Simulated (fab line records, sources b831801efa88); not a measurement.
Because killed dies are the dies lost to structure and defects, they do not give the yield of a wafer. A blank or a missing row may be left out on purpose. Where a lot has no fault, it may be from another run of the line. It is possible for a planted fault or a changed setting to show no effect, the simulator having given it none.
A struck lot beside a sound one + flow gf180mcu + 25 steps out of a route of 602
Sound: wafers L814.2, L814.5, L814.6. The struck wafers were L818.2, L818.4, L818.5. The cause is given at the end.
Per side, at each step with rows, come the tool, then ch with its chambers, and then its first start. Under that, the readings that differ: sound wafers + struck wafers + difference of the means + sigmas: that difference in standard deviations of wafers without a fault.
alike: readings with means less than 2 such deviations apart, plus words and numbers identical on both sides. not compared: withheld readings, readings lacking a value on some wafer, bounds such as >300 that could conceal the same value, and numbers that have no deviation in the record and whose values overlap.
The two part at a step that has a row with sigmas, a row that says differs or no value, or rows on one side only. When numbers do not overlap yet have no deviation, they are printed without sigmas and do not part them. A reading that every wafer of one side lacks parts them only if that side has two wafers or more.

first, 5 steps without rows for these wafers: GF_HV_LDD_COAT_14 (resist thk 1000 nm); GF_HV_LDD_SOFTBAKE_15 (time 60 s); GF_HV_LDD_EXPOSE_16 (exposes mask Pplus LV AREA, target cd 400 nm); GF_HV_LDD_PEB_17; GF_HV_LDD_DEVELOP_18 (develop time 60 s).
GF_HV_LDD_CD_MEAS_19: target cd 400 nm.
  struck on cd_sem-02, day 13 12:25; sound on cd_sem-02, day 12 10:52
  alike: cd_nm
GF_HV_LDD_OVL_MEAS_20:
  struck on overlay-02, day 13 12:31; sound on overlay-01, day 12 10:59
  alike: HV_LDD_01_OVL
then, 1 step without rows for these wafers: GF_HV_LDD_IMPLANT_21.
GF_HV_LDD_STRIP_22: strips in O2/N2.
  sound on plasma_asher-04 ch 0,1, day 12 11:10; struck on plasma_asher-01 ch 0,1, day 13 12:42
  alike: chamber_pressure_mTorr, drypump_motor_current_A, heater_power_w, oes_product_au, strip_time_to_endpoint_s
  not compared: rf_hours_counter_h
GF_HV_LDD_TW_MEAS_23:
  struck on film_metro-01, day 13 12:49; sound on film_metro-01, day 12 11:17
  alike: HV_LDD_2_TW
then, 2 steps without rows for these wafers: GF_HV_LDD_DEHYDRATE_24 (time 60 s); GF_HV_LDD_HMDS_25 (prime time 60 s).
GF_HV_LDD_COAT_26: resist thk 1000 nm.
  sound on litho_track-04 ch 0, day 12 19:58; struck on litho_track-02 ch 0, day 13 22:34
| reading                                     | sound           | struck            | difference | sigmas |
|---------------------------------------------|-----------------|-------------------|------------|--------|
| model.NOVOLAK_of_HV_LDD_COAT_26.thk_nm (nm) | 995 995.3 998.3 | 938.7 938.2 940.7 | -57.0      |        |
then, 3 steps without rows for these wafers: GF_HV_LDD_SOFTBAKE_27 (time 60 s); GF_HV_LDD_EXPOSE_28 (exposes mask Nplus HV AREA, target cd 400 nm); GF_HV_LDD_PEB_29.
GF_HV_LDD_DEVELOP_30: develop time 60 s.
  sound on litho_track-04 ch 0, day 13 05:37; struck on litho_track-04 ch 0, day 14 08:55
| reading                                     | sound             | struck            | difference | sigmas |
|---------------------------------------------|-------------------|-------------------|------------|--------|
| model.NOVOLAK_of_HV_LDD_COAT_26.thk_nm (nm) | 994.6 994.9 997.9 | 938.3 937.7 940.2 | -57.1      |        |
GF_HV_LDD_CD_MEAS_31: target cd 400 nm.
  struck on cd_sem-02, day 14 09:03; sound on cd_sem-01, day 13 05:46
| reading    | sound             | struck            | difference | sigmas |
|------------|-------------------|-------------------|------------|--------|
| cd_nm (nm) | 402.1 400.0 399.2 | 407.2 406.9 405.7 | +6.2       | +3     |
GF_HV_LDD_OVL_MEAS_32:
  struck on overlay-02, day 14 09:10; sound on overlay-01, day 13 05:52
  alike: HV_LDD_02_OVL
then, 4 steps without rows for these wafers: GF_HV_LDD_IMPLANT_33; GF_HV_LDD_IMPLANT_34; GF_HV_LDD_IMPLANT_35; GF_HV_LDD_IMPLANT_36.
GF_HV_LDD_STRIP_37: strips in O2/N2.
  sound on plasma_asher-04 ch 0,1, day 13 06:29; struck on plasma_asher-01 ch 0, day 14 09:47
| reading                      | sound             | struck            | difference | sigmas |
|------------------------------|-------------------|-------------------|------------|--------|
| strip_time_to_endpoint_s (s) | 12.57 12.57 12.61 | 11.92 11.91 11.94 | -0.66      | -18    |
  alike: chamber_pressure_mTorr, drypump_motor_current_A, heater_power_w, oes_product_au
  not compared: rf_hours_counter_h
GF_HV_LDD_TW_MEAS_38:
  struck on film_metro-04, day 14 09:54; sound on film_metro-04, day 13 06:36
  alike: HV_LDD_3_TW

## WHERE THEY PART
First at GF_HV_LDD_CD_MEAS_31; last, within this record, at GF_HV_LDD_STRIP_37. Later steps at which nothing parts them and some readings are alike: GF_HV_LDD_TW_MEAS_38.

WHY: whatever the simulator had introduced
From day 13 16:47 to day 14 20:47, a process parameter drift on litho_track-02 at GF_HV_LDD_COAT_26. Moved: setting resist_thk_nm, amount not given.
